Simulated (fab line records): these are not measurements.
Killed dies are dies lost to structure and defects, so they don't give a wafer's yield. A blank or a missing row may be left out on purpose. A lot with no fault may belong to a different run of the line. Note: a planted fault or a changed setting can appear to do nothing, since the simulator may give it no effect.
fab line records | flow sky130 | part 1 of 2: steps 1 to 25 of 34
[record] lots = 5 wafers = 15 lastDay = 50
route steps=708 shown VIA1@472 METAL2@483
lots with no fault: from the same line, run without faults
startH: hours from the record's first day to the start of the lot's first wafer shown | waitH: how many hours have passed since the lot's step before this one | " same as the row above | L1.1+2: a single row standing in for several wafers | - no value present, or no start provided | * or withheld: withheld | < > ~ a bound
route shown NAME@n: NAME is a module with steps in the file, n the number in the route of the first one | usual: average and standard deviation across the fault-free wafers | same: alike in all rows | chamber/n: place in a boat | sites: each site's reading | _std_site: their standard deviation | _edge_site: inner sites' mean taken away from outer sites' mean | radiusMm: for every site, how far away it sits from the centre of the wafer | mask NAME#n: copy n | behind: the most recent tool/chamber to have shaped the wafer | hold: why the lot was held/for how many hours/how that ended | device: whichever transistor did not switch (one of n, p or np) | end of line: the same wafers' tests at the end of the route | step lacking rows: just its recipe | killed: the dies lost at the first sort to structure and to defects; this is not the yield of the wafer | map: per-die view of a wafer (x killed, . not killed, _ where there is no die)
set.NAME: the run value of the setting; set.NAME@STEP: its run value at that earlier step | model.NAME: the simulator's own value behind a step, which no gauge read
certain route steps with their lots: each step a table, each wafer a row
services: the hour from which a tool's chamber was out of use, counted from the record's first day as startH (under 0 if before that day), plus the number of hours and why
[[steps]]
[step SKY_VIA1_ETCH_14]
[recipe] chemistry = N2/H2 target = BARC ionEnergyEv = 200 sourceW = 500 biasW = 100 pressureMtorr = 30 n2FlowSccm = 100 h2FlowSccm = 200 stopOn = SiO2 timeS = 45.9 targetDepthA = 600
[usual] drypumpMotorCurrentA = 5.9/0.3 oesProductAu = 0.854/0.005 throttleValvePct = 13.225/0.0084
// columns lot.wafer tool chamber startH waitH drypumpMotorCurrentA oesProductAu rfHoursCounterH throttleValvePct
L081.1 rieDiel-01 1 895.68 0.0 5.9 0.845 12 13.226
L081.3 " 3 " " 6.0 0.856 8 13.217
L081.5 " 2 " " 6.1 0.844 - 13.234
L083.1 rieDiel-02 3 902.95 0.0 5.8 0.854 14 13.214
L083.4 " 0 " " 5.9 0.852 8 13.229
L083.6 " 1 " " 5.5 0.845 - 13.226
L089.2 rieDiel-02 2 903.79 0.0 6.1 0.855 16 13.217
L089.4 " 3 " " 5.8 0.870 14 13.242
L089.5 " 3 " " 5.8 0.863 - 13.231
L094.1 rieDiel-01 3 932.74 0.0 6.0 0.861 9 13.224
L094.2 " 1 " " 6.0 0.860 13 13.222
L094.6 " 3 " " 6.0 0.854 - 13.220
L096.1 rieDiel-01 0 951.95 0.0 5.6 0.850 15 13.218
L096.2 " 2 " " 6.0 0.857 16 13.225
L096.3 " 1 " " 5.9 0.854 14 13.213
[step SKY_VIA1_ETCH_15]
[recipe] target = SiO2 chemistry = C4F8/O2/Ar targetDepthNm = 351 stopOn = TiN maskMaterial = KrF-thick sourceW = 1500 biasW = 1200 pressureMtorr = 40 c4f8FlowSccm = withheld O2_flow_sccm = 6 Ar_flow_sccm = 300 timeS = 54
[usual] oesProductAu = 0.975/0.0068
// columns lot.wafer tool chamber startH waitH oesProductAu rfHoursCounterH
L081.1 rieDiel-01 1 895.72 0.0 0.979 12
L081.3 " 3 " " 0.976 8
L081.5 " 2 " " 0.983 -
L083.1 rieDiel-02 3 902.99 0.0 0.980 14
L083.4 " 0 " " 0.970 8
L083.6 " 1 " " 0.972 -
L089.2 rieDiel-02 2 903.83 0.0 0.960 16
L089.4 " 3 " " 0.982 14
L089.5 " 3 " " 0.977 -
L094.1 rieDiel-01 3 932.78 0.0 0.972 9
L094.2 " 1 " " 0.975 13
L094.6 " 3 " " 0.970 -
L096.1 rieDiel-01 0 951.99 0.0 0.977 15
L096.2 " 2 " " 0.967 16
L096.3 " 1 " " 0.986 14
[step SKY_VIA1_STRIP_16]
[recipe] chemistry = O2/N2 powerW = 1400 pressureMtorr = 1500 platenTempC = withheld o2FlowSccm = 3000 n2FlowSccm = 300 overashFraction = 0.5
[usual] drypumpMotorCurrentA = 5.86/0.26 oesProductAu = 0.416/0.0044 stripTimeToEndpointS = 4.45/0.03
// columns lot.wafer tool chamber startH waitH drypumpMotorCurrentA oesProductAu rfHoursCounterH stripTimeToEndpointS
L081.1 plasmaAsher-03 1 895.77 0.0 5.66 0.418 80 4.44
L081.3 " 0 " " 6.12 0.415 - 4.46
L081.5 " 0 " " 6.10 0.404 - 4.43
L083.1 plasmaAsher-01 1 903.04 0.0 6.04 0.418 46 4.43
L083.4 " 0 " " 5.65 0.413 - 4.47
L083.6 " 1 " " 6.01 0.412 - 4.48
L089.2 plasmaAsher-03 1 903.88 0.0 5.64 0.412 81 4.50
L089.4 " 1 " " 5.68 0.422 - 4.43
L089.5 " 0 " " 6.12 0.413 - 4.43
L094.1 plasmaAsher-04 0 932.83 0.0 6.19 0.417 116 4.46
L094.2 " 1 " " 5.60 0.419 116 4.44
L094.6 " 0 " " 6.19 0.413 - 4.46
L096.1 plasmaAsher-04 1 952.04 0.0 5.52 0.420 118 4.47
L096.2 " 0 " " 6.19 0.416 118 4.47
L096.3 " 0 " " 6.18 0.408 - 4.47
[step SKY_VIA1_STRIP_17]
[recipe] chemistry = postEtchResidueRemover timeS = 1200 tempC = 72.5
// columns lot.wafer tool chamber startH waitH
L081.1+3+5 wetBench-03 1 895.87 0.1
L083.1+4+6 wetBench-03 0 903.14 0.1
L089.2+4+5 wetBench-04 2 903.98 0.1
L094.1+2+6 wetBench-04 3 932.93 0.1
L096.1+2+3 wetBench-04 0 952.14 0.1
[step SKY_VIA1_CLEAN_18]
[recipe] chemistry = IPA timeS = 180 tempC = 25
// columns lot.wafer tool chamber startH waitH
L081.1+3+5 wetBench-04 2 896.21 0.0
L083.1+4+6 wetBench-04 3 903.48 0.0
L089.2+4+5 wetBench-03 2 904.32 0.0
L094.1+2+6 wetBench-02 1 933.27 0.0
L096.1+2+3 wetBench-03 2 952.51 0.0
[step SKY_VIA1_CLEAN_19]
[recipe] chemistry = O3/DIW dry = n2Spin
// columns lot.wafer tool chamber startH waitH
L081.1+3+5 wetBench-02 1 896.27 0.0
L083.1+4+6 wetBench-03 3 903.58 0.0
L089.2+4+5 wetBench-02 2 904.38 0.0
L094.1+2+6 wetBench-03 3 933.33 0.0
L096.1+2+3 wetBench-04 3 952.57 0.0
[step SKY_VIA1_SPUTTER_20]
[recipe] material = TiN targetThkNm = 20 chamberPressurePa = 5 powerW = 4000 timeS = 80
[usual] throttleValvePct = 29.7/0.93
// columns lot.wafer tool chamber startH waitH throttleValvePct
L081.1 pvdSputter-02 - 896.36 0.0 28.7
L081.3 " - " " 29.8
L081.5 " - " " 29.5
L083.1 pvdSputter-03 - 903.67 0.0 30.6
L083.4 " - " " 30.4
L083.6 " - " " 30.0
L089.2 pvdSputter-02 - 904.47 0.0 28.6
L089.4 " - " " 29.6
L089.5 " - " " 29.7
L094.1 pvdSputter-02 - 933.42 0.0 28.7
L094.2 " - " " 30.0
L094.6 " - " " 30.2
L096.1 pvdSputter-01 - 952.67 0.0 28.6
L096.2 " - " " 28.7
L096.3 " - " " 28.6
[step SKY_VIA1_CVD_21]
[recipe] material = W targetThkNm = 270 timeS = 80.902 tempC = 400 pressureTorr = 40
[usual] heaterPowerW = 869/71 susceptorTempC = 399.98/0.22
// columns lot.wafer tool chamber startH waitH heaterPowerW susceptorTempC
L081.1 cvdW-01 1 896.42 0.0 991 399.82
L081.3 " 1 " " 975 399.77
L081.5 " 1 " " 994 399.78
L083.1 cvdW-02 1 903.73 0.0 824 399.65
L083.4 " 1 " " 820 399.63
L083.6 " 1 " " 822 399.67
L089.2 cvdW-02 1 904.53 0.0 827 399.87
L089.4 " 1 " " 834 399.72
L089.5 " 1 " " 836 399.96
L094.1 cvdW-01 1 933.48 0.0 877 400.23
L094.2 " 0 " " 811 399.81
L094.6 " 1 " " 866 400.51
L096.1 cvdW-02 0 952.73 0.0 911 399.87
L096.2 " 1 " " 818 399.96
L096.3 " 1 " " 819 399.91
[step SKY_VIA1_RS_MEAS_22]
[recipe] thkMeasGauge = four-point-probe reads = W_of_VIA1_CVD_21+TiN_of_VIA1_SPUTTER_20
[usual] VIA1_W_RS = 0.427/0.006
// columns lot.wafer tool chamber startH waitH VIA1_W_RS[ohm/sq]
L081.1 filmMetro-04 - 896.52 0.1 0.422
L081.3 " - " " 0.415
L081.5 " - " " 0.421
L083.1 filmMetro-04 - 903.83 0.1 0.427
L083.4 " - " " 0.433
L083.6 " - " " 0.430
L089.2 filmMetro-03 - 904.64 0.1 0.424
L089.4 " - " " 0.425
L089.5 " - " " 0.422
L094.1 filmMetro-03 - 933.57 0.1 0.421
L094.2 " - " " 0.428
L094.6 " - " " 0.421
L096.1 filmMetro-04 - 952.82 0.1 0.429
L096.2 " - " " 0.424
L096.3 " - " " 0.426
[step SKY_VIA1_THK_MEAS_23]
[recipe] thkMeasGauge = xrf reads = W_of_VIA1_CVD_21
[usual] VIA1_W_THK = 262/3.8
// columns lot.wafer tool chamber startH waitH VIA1_W_THK[nm]
L081.1 filmMetro-04 - 896.64 0.1 263
L081.3 " - " " 268
L081.5 " - " " 264
L083.1 filmMetro-04 - 903.95 0.1 259
L083.4 " - " " 259
L083.6 " - " " 260
L089.2 filmMetro-03 - 904.75 0.1 264
L089.4 " - " " 263
L089.5 " - " " 266
L094.1 filmMetro-03 - 933.69 0.1 266
L094.2 " - " " 262
L094.6 " - " " 266
L096.1 filmMetro-04 - 952.94 0.1 262
L096.2 " - " " 265
L096.3 " - " " 264
[step SKY_VIA1_CMP_24]
[recipe] stopOn = SiO2 tOverpolishS = 15 downForcePsi = 3.5 platenRpm = 60 targetThkNm = 0 padVelocityMS = 0.94248
[usual] headPressurePsi = 3.500/0.007 motorCurrentA = 10.7/0.83 overpolishRunS = 14.999/0.0091 slurryFlowMlMin = 150.0/0.51 timeToEndpointS = 64/4.6
// columns lot.wafer tool chamber startH waitH headPressurePsi motorCurrentA overpolishRunS slurryFlowMlMin timeToEndpointS
L081.3 cmp-01 1 896.70 0.0 3.512 10.8 14.998 149.8 61
L081.1 " 3 " " 3.497 10.2 15.000 149.2 59
L081.5 " 2 " " 3.505 11.6 14.992 149.7 65
L083.1 cmp-02 1 904.11 0.1 3.500 11.7 15.011 150.8 69
L083.4 " 2 " " 3.498 11.1 15.002 150.2 65
L083.6 " 0 " " 3.504 10.0 14.997 149.7 66
L089.2 cmp-01 3 904.80 0.0 3.512 10.2 15.000 150.9 58
L089.4 " 2 " " 3.501 11.2 15.009 150.6 66
L089.5 " 3 " " 3.502 10.0 14.987 150.5 58
L094.1 cmp-02 1 933.80 0.1 3.490 11.9 15.017 150.6 76
L094.2 " 2 " " 3.494 11.7 14.988 150.1 71
L094.6 " 1 " " 3.497 11.5 15.006 149.3 75
L096.1 cmp-01 0 953.00 0.1 3.514 11.4 15.011 149.9 67
L096.2 " 1 " " 3.505 10.7 14.991 150.0 58
L096.3 " 2 " " 3.496 12.0 14.988 150.3 63
[step SKY_METAL2_SPUTTER_00]
[recipe] material = Ti targetThkNm = 15 powerW = 3000 timeS = 10 chamberPressurePa = 0.4
[usual] throttleValvePct = 29.9/1
// columns lot.wafer tool chamber startH waitH throttleValvePct
L081.1 pvdSputter-04 - 897.00 0.1 30.4
L081.3 " - " " 30.6
L081.5 " - " " 28.2
L083.1 pvdSputter-04 - 904.31 0.1 28.5
L083.4 " - " " 30.7
L083.6 " - " " 30.6
L089.2 pvdSputter-03 - 905.10 0.2 32.2
L089.4 " - " " 30.1
L089.5 " - " " 30.2
L094.1 pvdSputter-04 - 934.05 0.2 29.5
L094.2 " - " " 28.4
L094.6 " - " " 29.2
L096.1 pvdSputter-01 - 953.30 0.2 28.6
L096.2 " - " " 28.7
L096.3 " - " " 28.6
[step SKY_METAL2_SPUTTER_01]
[recipe] material = TiN targetThkNm = 20 powerW = 6500 timeS = 16.7 chamberPressurePa = 0.4
[usual] throttleValvePct = 29.9/1
// columns lot.wafer tool chamber startH waitH throttleValvePct
L081.1 pvdSputter-04 - 897.02 0.0 30.6
L081.3 " - " " 30.6
L081.5 " - " " 28.4
L083.1 pvdSputter-04 - 904.33 0.0 28.5
L083.4 " - " " 30.4
L083.6 " - " " 30.7
L089.2 pvdSputter-03 - 905.13 0.0 31.9
L089.4 " - " " 30.4
L089.5 " - " " 30.6
L094.1 pvdSputter-04 - 934.08 0.0 29.3
L094.2 " - " " 28.7
L094.6 " - " " 29.1
L096.1 pvdSputter-01 - 953.33 0.0 28.4
L096.2 " - " " 28.8
L096.3 " - " " 28.7
[step SKY_METAL2_SPUTTER_02]
[recipe] material = AlCu targetThkNm = 250 powerW = 10600 timeS = 13.3 chamberPressurePa = 0.4
[usual] throttleValvePct = 29.9/0.99
// columns lot.wafer tool chamber startH waitH throttleValvePct
L081.1 pvdSputter-04 - 897.05 0.0 30.7
L081.3 " - " " 30.7
L081.5 " - " " 28.5
L083.1 pvdSputter-04 - 904.35 0.0 28.7
L083.4 " - " " 30.4
L083.6 " - " " 30.8
L089.2 pvdSputter-03 - 905.15 0.0 31.7
L089.4 " - " " 30.3
L089.5 " - " " 30.1
L094.1 pvdSputter-04 - 934.10 0.0 29.2
L094.2 " - " " 28.5
L094.6 " - " " 29.4
L096.1 pvdSputter-01 - 953.35 0.0 28.2
L096.2 " - " " 28.6
L096.3 " - " " 29.1
[step SKY_METAL2_SPUTTER_03]
[recipe] material = Ti targetThkNm = 5 powerW = 3000 timeS = 3.3 chamberPressurePa = 0.4
[usual] throttleValvePct = 29.9/1
// columns lot.wafer tool chamber startH waitH throttleValvePct
L081.1 pvdSputter-04 - 897.07 0.0 30.6
L081.3 " - " " 30.7
L081.5 " - " " 28.7
L083.1 pvdSputter-04 - 904.38 0.0 28.7
L083.4 " - " " 30.7
L083.6 " - " " 30.2
L089.2 pvdSputter-03 - 905.18 0.0 31.9
L089.4 " - " " 30.5
L089.5 " - " " 30.3
L094.1 pvdSputter-04 - 934.13 0.0 29.4
L094.2 " - " " 28.5
L094.6 " - " " 29.1
L096.1 pvdSputter-01 - 953.38 0.0 28.4
L096.2 " - " " 28.5
L096.3 " - " " 28.7
[step SKY_METAL2_SPUTTER_04]
[recipe] material = TiN targetThkNm = 70 powerW = 6500 timeS = 58.3 chamberPressurePa = 0.4
[usual] throttleValvePct = 29.9/1
// columns lot.wafer tool chamber startH waitH throttleValvePct
L081.1 pvdSputter-04 - 897.09 0.0 30.6
L081.3 " - " " 30.7
L081.5 " - " " 28.5
L083.1 pvdSputter-04 - 904.40 0.0 28.4
L083.4 " - " " 30.4
L083.6 " - " " 30.6
L089.2 pvdSputter-03 - 905.19 0.0 32.0
L089.4 " - " " 30.3
L089.5 " - " " 30.1
L094.1 pvdSputter-04 - 934.14 0.0 29.2
L094.2 " - " " 28.4
L094.6 " - " " 29.3
L096.1 pvdSputter-01 - 953.40 0.0 28.4
L096.2 " - " " 28.6
L096.3 " - " " 28.7
[step SKY_METAL2_RS_MEAS_05]
[recipe] thkMeasGauge = four-point-probe reads = TiN_of_METAL2_SPUTTER_04+Ti_of_METAL2_SPUTTER_03+AlCu_of_METAL2_SPUTTER_02+TiN_of_METAL2_SPUTTER_01+Ti_of_METAL2_SPUTTER_00
[usual] METAL2_ALCU_RS = 0.1262/0.0017
// columns lot.wafer tool chamber startH waitH METAL2_ALCU_RS[ohm/sq]
L081.1 filmMetro-01 - 897.14 0.0 0.1261
L081.3 " - " " 0.1259
L081.5 " - " " 0.1250
L083.1 filmMetro-04 - 904.45 0.0 0.1253
L083.4 " - " " 0.1260
L083.6 " - " " 0.1278
L089.2 filmMetro-04 - 905.26 0.0 0.1259
L089.4 " - " " 0.1236
L089.5 " - " " 0.1233
L094.1 filmMetro-04 - 934.19 0.0 0.1241
L094.2 " - " " 0.1254
L094.6 " - " " 0.1237
L096.1 filmMetro-01 - 953.44 0.0 0.1284
L096.2 " - " " 0.1270
L096.3 " - " " 0.1252
[step SKY_METAL2_THK_MEAS_06]
[recipe] thkMeasGauge = xrf reads = AlCu_of_METAL2_SPUTTER_02
[usual] METAL2_ALCU_THK = 251/4.1
// columns lot.wafer tool chamber startH waitH METAL2_ALCU_THK[nm]
L081.1 filmMetro-01 - 897.26 0.1 248
L081.3 " - " " 247
L081.5 " - " " 250
L083.1 filmMetro-04 - 904.57 0.1 254
L083.4 " - " " 255
L083.6 " - " " 249
L089.2 filmMetro-04 - 905.37 0.1 255
L089.4 " - " " 260
L089.5 " - " " 258
L094.1 filmMetro-04 - 934.31 0.1 259
L094.2 " - " " 256
L094.6 " - " " 261
L096.1 filmMetro-01 - 953.56 0.1 243
L096.2 " - " " 247
L096.3 " - " " 250
[step SKY_METAL2_DEHYDRATE_07]
[recipe] tempC = 200 timeS = 60
[usual] resistLineTempC = 23.00/0.1
// columns lot.wafer tool chamber startH waitH resistLineTempC
L081.1 lithoTrack-01 0 908.20 10.9 22.90
L081.3 " 0 " " 22.89
L081.5 " 0 " " 23.05
L083.1 lithoTrack-02 0 916.02 11.4 22.95
L083.4 " 0 " " 23.00
L083.6 " 0 " " 23.06
L089.2 lithoTrack-03 0 916.77 11.4 22.96
L089.4 " 0 " " 23.06
L089.5 " 0 " " 23.07
L094.1 lithoTrack-02 0 946.22 11.9 22.98
L094.2 " 0 " " 23.08
L094.6 " 0 " " 23.07
L096.1 lithoTrack-03 0 963.50 9.9 23.08
L096.2 " 0 " " 22.90
L096.3 " 0 " " 23.10
[step SKY_METAL2_HMDS_08]
[recipe] primeTimeS = 60 primeTempC = 120
[usual] resistLineTempC = 23.02/0.12
// columns lot.wafer tool chamber startH waitH resistLineTempC
L081.1 lithoTrack-01 0 908.35 0.1 22.91
L081.3 " 0 " " 22.95
L081.5 " 0 " " 22.97
L083.1 lithoTrack-02 0 916.17 0.1 22.98
L083.4 " 0 " " 23.18
L083.6 " 0 " " 23.10
L089.2 lithoTrack-03 0 916.92 0.1 22.96
L089.4 " 0 " " 23.13
L089.5 " 0 " " 23.13
L094.1 lithoTrack-02 0 946.37 0.1 22.93
L094.2 " 0 " " 23.08
L094.6 " 0 " " 22.96
L096.1 lithoTrack-03 0 963.65 0.1 23.06
L096.2 " 0 " " 23.10
L096.3 " 0 " " 23.15
[step SKY_METAL2_COAT_09]
[recipe] resist = BARC tempC = withheld timeS = withheld spinRpm = 3000 resistThkNm = 60
[usual] resistLineTempC = *
// columns lot.wafer tool chamber startH waitH resistLineTempC
L081.1 lithoTrack-01 0 908.50 0.1 *
L081.3 " 0 " " *
L081.5 " 0 " " *
L083.1 lithoTrack-02 0 916.32 0.1 *
L083.4 " 0 " " *
L083.6 " 0 " " *
L089.2 lithoTrack-03 0 917.07 0.1 *
L089.4 " 0 " " *
L089.5 " 0 " " *
L094.1 lithoTrack-02 0 946.52 0.1 *
L094.2 " 0 " " *
L094.6 " 0 " " *
L096.1 lithoTrack-03 0 963.80 0.1 *
L096.2 " 0 " " *
L096.3 " 0 " " *
[step SKY_METAL2_COAT_10]
[recipe] resist = KrF-thick spinRpm = 3000 resistThkNm = 447.4
[usual] resistLineTempC = 23.01/0.1
// columns lot.wafer tool chamber startH waitH resistLineTempC
L081.1 lithoTrack-01 0 - - 23.01
L081.3 " 0 " " 22.97
L081.5 " 0 " " 23.06
L083.1 lithoTrack-02 0 - - 22.96
L083.4 " 0 " " 23.04
L083.6 " 0 " " 22.96
L089.2 lithoTrack-03 0 - - 22.93
L089.4 " 0 " " 22.84
L089.5 " 0 " " 22.88
L094.1 lithoTrack-02 0 - - 23.01
L094.2 " 0 " " 23.02
L094.6 " 0 " " 23.01
L096.1 lithoTrack-03 0 - - 22.82
L096.2 " 0 " " 22.96
L096.3 " 0 " " 22.98
[step SKY_METAL2_SOFTBAKE_11]
[recipe] tempC = 100 timeS = 90 resist = KrF-thick
[usual] resistLineTempC = 23.00/0.1
// columns lot.wafer tool chamber startH waitH resistLineTempC
L081.1 lithoTrack-01 0 - - 22.94
L081.3 " 0 " " 22.80
L081.5 " 0 " " 22.77
L083.1 lithoTrack-02 0 - - 22.97
L083.4 " 0 " " 23.00
L083.6 " 0 " " 23.02
L089.2 lithoTrack-03 0 - - 22.75
L089.4 " 0 " " 22.84
L089.5 " 0 " " 22.92
L094.1 lithoTrack-02 0 - - 23.00
L094.2 " 0 " " 23.08
L094.6 " 0 " " 23.09
L096.1 lithoTrack-03 0 - - 23.14
L096.2 " 0 " " 23.14
L096.3 " 0 " " 23.02
[step SKY_METAL2_EXPOSE_12]
[recipe] maskId = MM2 na = 0.8 sourceShape = annular sigmaInner = 0.55 sigmaOuter = 0.85 targetCdNm = 140 doseMj = 28
// columns lot.wafer tool chamber startH waitH mask
L081.1+3+5 krfScanner-02 0 - - MM2#0
L083.1+4+6 krfScanner-01 0 - - MM2#0
L089.2+4+5 krfScanner-02 0 - - MM2#0
L094.1+2+6 krfScanner-02 0 - - MM2#0
L096.1+2+3 krfScanner-01 0 - - MM2#0
[step SKY_METAL2_PEB_13]
[recipe] pebTempC = withheld pebTimeS = withheld resist = KrF-thick
[usual] resistLineTempC = *
// columns lot.wafer tool chamber startH waitH resistLineTempC
L081.1 lithoTrack-01 0 - - *
L081.3 " 0 " " *
L081.5 " 0 " " *
L083.1 lithoTrack-02 0 - - *
L083.4 " 0 " " *
L083.6 " 0 " " *
L089.2 lithoTrack-02 0 - - *
L089.4 " 0 " " *
L089.5 " 0 " " *
L094.1 lithoTrack-02 0 - - *
L094.2 " 0 " " *
L094.6 " 0 " " *
L096.1 lithoTrack-03 0 - - *
L096.2 " 0 " " *
L096.3 " 0 " " *
